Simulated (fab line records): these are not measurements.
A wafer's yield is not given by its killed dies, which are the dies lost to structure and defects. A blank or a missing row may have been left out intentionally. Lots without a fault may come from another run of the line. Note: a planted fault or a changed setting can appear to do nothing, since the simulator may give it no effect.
A lot that was struck, set against a sound lot    flow sky130    14 out of 708 route steps
Sound: these wafers, L755.1, L755.2, L755.3. Struck: wafers L754.2, L754.5, L754.6. The cause comes at the end.
Per side, at each step with rows, come the tool, then ch with its chambers, and then its first start. Under that, the readings that differ: sound wafers    struck wafers    difference of the means    sigmas: that difference in standard deviations of wafers without a fault.
alike: readings with means less than 2 such deviations apart, plus words and numbers identical on both sides. not compared: withheld readings, readings lacking a value on some wafer, bounds such as >300 that could conceal the same value, and numbers that have no deviation in the record and whose values overlap.
A row with sigmas, a row that says differs or no value, or rows on one side alone: a step with any of these is where the two part. When numbers do not overlap yet have no deviation, they are printed without sigmas and do not part them. A reading missing from all wafers of one side parts the sides only when that side holds two or more wafers.

first, 2 steps without rows for these wafers: SKY_PASSIVATION_PEB_09; SKY_PASSIVATION_DEVELOP_10 (develop time 60 s).
SKY_PASSIVATION_ETCH_11: etches the open film in CF4/O2, stops on AlCu, target depth 725 nm, time 161.1 s.
  sound on rieDiel-01 ch 0,2,3, day 48 04:05; struck on rieDiel-01 ch 1,2,3, day 48 03:04
  alike: biasW, drypumpMotorCurrentA, oesProductAu, throttleValvePct
  not compared: rfHoursCounterH
SKY_PASSIVATION_STRIP_12: strips in O2/N2.
  sound on plasmaAsher-01 ch 0,1, day 48 04:12; struck on plasmaAsher-02 ch 0,1, day 48 03:10
reading                       sound                 struck                difference  sigmas
chamberPressureMTorr (mTorr)  1501.3 1498.9 1501.6  1498.9 1496.8 1496.1  -3.3        -2
  alike: drypumpMotorCurrentA, oesProductAu, stripTimeToEndpointS
  not compared: rfHoursCounterH
then, 7 steps without rows for these wafers: SKY_PAD_OPEN_DEHYDRATE_00 (time 60 s); SKY_PAD_OPEN_HMDS_01 (prime time 60 s); SKY_PAD_OPEN_COAT_02 (resist thk 3000 nm); SKY_PAD_OPEN_SOFTBAKE_03; SKY_PAD_OPEN_EXPOSE_04 (exposes mask PDM, target cd 60000 nm); SKY_PAD_OPEN_PEB_05; SKY_PAD_OPEN_DEVELOP_06 (develop time 60 s).
SKY_PAD_OPEN_ETCH_07: etches the open film in CF4/O2, stops on AlCu, target depth 725 nm, time 161.1 s.
  sound on rieDiel-03 ch 1,2,3, day 48 22:53; struck on rieDiel-03 ch 0,1,2, day 48 22:14
  alike: biasW, drypumpMotorCurrentA, oesProductAu, throttleValvePct
  not compared: rfHoursCounterH
SKY_PAD_OPEN_STRIP_08: strips in O2/N2.
  sound on plasmaAsher-02 ch 0,1, day 48 23:00; struck on plasmaAsher-02 ch 0,1, day 48 22:20
  no value came back on the struck wafers for chamberPressureMTorr (mTorr), drypumpMotorCurrentA (A), oesProductAu (a.u.), stripTimeToEndpointS (s); on the sound wafers chamberPressureMTorr (mTorr) reads 1496.7 1497.5 1500.4
reading                                    sound  struck          difference  sigmas
model.coat_of_PAD_OPEN_COAT_02.thkNm (nm)  0 0 0  3016 3017 3023  +3019       
  not compared: rfHoursCounterH
then, 1 step without rows for these wafers: SKY_PAD_OPEN_STRIP_09 (strips in post etch residue remover, time 1200 s).

== WHERE THEY PART ==
First at SKY_PASSIVATION_STRIP_12; last, within this record, at SKY_PAD_OPEN_STRIP_08.

WHY: what had been put in by the simulator
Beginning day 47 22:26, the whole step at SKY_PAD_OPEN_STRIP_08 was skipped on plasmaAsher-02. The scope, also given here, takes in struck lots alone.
